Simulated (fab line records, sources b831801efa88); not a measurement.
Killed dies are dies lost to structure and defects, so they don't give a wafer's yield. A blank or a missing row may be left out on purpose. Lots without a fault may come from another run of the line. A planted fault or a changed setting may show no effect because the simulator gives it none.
A struck lot beside a sound one | flow gf180mcu | 18 steps out of a route of 602
Sound: wafers L552.1, L552.2, L552.4. Struck: wafers L551.2, L551.5, L551.6. The cause comes at the end.
At each step with rows: each side's tool, then ch and its chambers, then its first start. Under that, the readings that differ: sound wafers | struck wafers | difference of the means | sigmas: that difference in standard deviations of wafers without a fault.
alike: readings whose means differ by less than 2 such deviations, and words and numbers that are the same on both sides. not compared: withheld readings, readings that some wafer has no value for, bounds like >300 that may hide the same value, and numbers for which the record gives no deviation and whose values overlap.
The two part at a step that has a row with sigmas, a row that says differs or no value, or rows on one side only. Numbers that don't overlap but have no deviation are shown without sigmas and don't part them. A reading that every wafer of one side lacks parts them only if that side has two wafers or more.

first, 3 steps without rows for these wafers: GF_HV_LDD_EXPOSE_16 (exposes mask Pplus LV AREA, target cd 400 nm); GF_HV_LDD_PEB_17; GF_HV_LDD_DEVELOP_18 (develop time 60 s).
GF_HV_LDD_CD_MEAS_19: target cd 400 nm.
  sound on cd_sem-01, day 14 01:02; struck on cd_sem-01, day 13 22:28
  alike: cd_nm
GF_HV_LDD_OVL_MEAS_20:
  sound on overlay-01, day 14 01:10; struck on overlay-01, day 13 22:35
  alike: HV_LDD_01_OVL
then, 1 step without rows for these wafers: GF_HV_LDD_IMPLANT_21.
GF_HV_LDD_STRIP_22: strips in O2/N2.
  sound on plasma_asher-01 ch 0,1, day 14 01:21; struck on plasma_asher-01 ch 0,1, day 13 22:46
  alike: drypump_motor_current_A, heater_power_w, oes_product_au, strip_time_to_endpoint_s
  not compared: rf_hours_counter_h
GF_HV_LDD_TW_MEAS_23:
  sound on film_metro-03, day 14 01:27; struck on film_metro-01, day 13 22:52
  reading     | sound          | struck         | difference | sigmas
  HV_LDD_2_TW | 1043 1045 1048 | 1080 1074 1073 | +30        | +3
then, 4 steps without rows for these wafers: GF_HV_LDD_DEHYDRATE_24 (time 60 s); GF_HV_LDD_HMDS_25 (prime time 60 s); GF_HV_LDD_COAT_26 (resist thk 1000 nm); GF_HV_LDD_SOFTBAKE_27 (time 60 s).
GF_HV_LDD_EXPOSE_28: exposes mask Nplus HV AREA, target cd 400 nm.
  sound on iline_stepper-01 ch 0, day 14 11:55; struck on iline_stepper-02 ch 0, day 14 08:46
  reading                        | sound                   | struck            | difference | sigmas
  model.HV_LDD.overlay_x_nm (nm) | -0.2466 -0.2466 -0.2466 | 240.8 240.8 240.8 | +241.0     |
  alike: mask
then, 2 steps without rows for these wafers: GF_HV_LDD_PEB_29; GF_HV_LDD_DEVELOP_30 (develop time 60 s).
GF_HV_LDD_CD_MEAS_31: target cd 400 nm.
  sound on cd_sem-01, day 14 22:14; struck on cd_sem-02, day 14 19:25
  alike: cd_nm
GF_HV_LDD_OVL_MEAS_32:
  sound on overlay-01, day 14 22:22; struck on overlay-02, day 14 19:43
  reading            | sound        | struck            | difference | sigmas
  HV_LDD_02_OVL (nm) | 1.0 0.0 -1.5 | 242.4 242.8 240.3 | +242.0     | +99 or more
  not compared: hold
GF_PASSIVATION_PROBE_99:
  the record has rows for the sound wafers here (prober-01, day 32 02:22) and none for the struck ones

WHERE THEY PART
First at GF_HV_LDD_TW_MEAS_23; last, within this record, at GF_PASSIVATION_PROBE_99.

WHY: what the simulator had put in
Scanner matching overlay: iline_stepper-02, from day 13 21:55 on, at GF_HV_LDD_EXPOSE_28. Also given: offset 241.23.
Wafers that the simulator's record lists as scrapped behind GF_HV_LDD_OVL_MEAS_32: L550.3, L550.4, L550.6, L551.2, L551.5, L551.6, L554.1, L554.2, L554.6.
